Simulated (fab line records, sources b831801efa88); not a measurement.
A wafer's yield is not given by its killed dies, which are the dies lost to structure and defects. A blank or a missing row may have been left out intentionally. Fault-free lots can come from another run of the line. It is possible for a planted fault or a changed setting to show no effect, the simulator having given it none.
Struck lot and sound lot, side by side	flow sky130	18 out of 708 route steps
Sound: these wafers, L722.2, L722.3, L722.4. Wafers L734.1, L734.2, L734.6 were the ones struck. At the end, the cause is stated.
Order at every step that has rows: each side's tool, ch and its chambers, its first start. Under that, the readings that differ: sound wafers	struck wafers	difference of the means	sigmas: that difference in standard deviations of wafers without a fault.
alike: same words and numbers on both sides, and readings whose means sit less than 2 such deviations apart. not compared: any withheld reading, any reading some wafer has no value for, any bound like >300 that may hide the same value, and any number with overlapping values for which the record gives no deviation.
A row with sigmas, a row that says differs or no value, or rows on one side alone: a step with any of these is where the two part. Non-overlapping numbers with no deviation appear without sigmas and do not part them. Lack of a reading on every wafer of one side parts them only where that side has two or more wafers.

first, 1 step without rows for these wafers: SKY_VT_ADJUST_PCH_IMPLANT_08.
SKY_VT_ADJUST_PCH_STRIP_09: strips in O2/N2.
  sound on plasma asher-03 ch 0,1, day 11 21:09; struck on plasma asher-03 ch 0,1, day 16 05:13
  alike: drypump motor current A, oes product au, strip time to endpoint s
  not compared: rf hours counter h
SKY_VT_ADJUST_PCH_TW_MEAS_10:
  struck on film metro-02, day 16 05:19; sound on film metro-02, day 11 21:16
  alike: VT_ADJUST_PCH_TW
then, 7 steps without rows for these wafers: SKY_SONOS_TUNNEL_DEHYDRATE_00 (time 60 s); SKY_SONOS_TUNNEL_HMDS_01 (prime time 60 s); SKY_SONOS_TUNNEL_COAT_02 (resist thk 1140 nm); SKY_SONOS_TUNNEL_SOFTBAKE_03 (time 60 s); SKY_SONOS_TUNNEL_EXPOSE_04 (exposes mask TUNM, target cd 410 nm); SKY_SONOS_TUNNEL_PEB_05; SKY_SONOS_TUNNEL_DEVELOP_06 (develop time 60 s).
SKY_SONOS_TUNNEL_CD_MEAS_07 targets a cd of 410 nm.
  struck on cd sem-01, day 17 08:58; sound on cd sem-02, day 12 21:08
  alike: cd nm
SKY_SONOS_TUNNEL_OVL_MEAS_08:
  struck on overlay-01, day 17 09:05; sound on overlay-01, day 12 21:14
  alike: SONOS_TUNNEL_OVL
SKY_SONOS_TUNNEL_IMPLANT_09:
  sound on implanter-01 ch 0, day 12 21:17; struck on implanter-02 ch 0, day 17 09:07
reading	sound	struck	difference	sigmas
dose ions cm2	1.0005e+12 1.0008e+12 9.999e+11	1.521e+12 1.5221e+12 1.5208e+12	+5.209e+11	+99 or more
faraday current uA	5.70 5.84 5.62	8.41 8.27 8.42	+2.65	+24
then, 2 steps without rows for these wafers: SKY_SONOS_TUNNEL_WET_ETCH_10 (etches SiO2 in dHF, target depth 14 nm, time 280 s); SKY_SONOS_TUNNEL_STRIP_11 (strips in SPM, time 600 s).
SKY_SONOS_TUNNEL_TW_MEAS_12:
  struck on film metro-03, day 17 09:43; sound on film metro-03, day 12 21:42
reading	sound	struck	difference	sigmas
SONOS_TUNNEL_TW	197.2 196.0 196.7	221.9 222.4 222.5	+25.6	+12
then, 1 step without rows for these wafers: SKY_SONOS_TUNNEL_CLEAN_13 (cleans in dHF, time 20 s).
-- record jumps: 33 days separate the struck wafers' starts on either side; left off in module SONOS_TUNNEL, taken up again in module PAD_OPEN, whose first shown step is the route's number 708 --
SKY_PAD_OPEN_PROBE_99:
  struck on prober-01, day 50 02:40; sound on prober-01, day 47 01:33
reading	sound	struck	difference	sigmas
model.etest.sonos uncharged.r on ohm um	794.6 795.5 801.5	857.1 841.2 844	+50.2	
model.etest.sonos programmed.vt v (V)	1.513 1.474 1.582	1.596 1.691 1.65	+0.123	
model.etest.sonos baked.vt v (V)	1.008 1.006 1.003	1.151 1.191 1.167	+0.164	
model.etest.sonos uncharged.vt v (V)	-0.447 -0.4774 -0.4412	-0.2701 -0.3153 -0.2839	+0.1654	
model.etest.sonos erased.vt v (V)	-2.326 -2.314 -2.35	-2.201 -2.207 -2.245	+0.112	
  alike: killed_at_M0_to_M3, killed_at_M4_up, killed at contacts, killed at front end, killed at other, killed dies, killed open, killed short

WHERE THEY PART
First at SKY_SONOS_TUNNEL_IMPLANT_09; last, within this record, at SKY_SONOS_TUNNEL_TW_MEAS_12. Later steps at which nothing parts them and some readings are alike: SKY_PAD_OPEN_PROBE_99.

WHY: what the simulator had put in
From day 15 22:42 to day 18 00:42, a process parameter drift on implanter-02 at SKY_SONOS_TUNNEL_IMPLANT_09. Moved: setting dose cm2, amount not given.
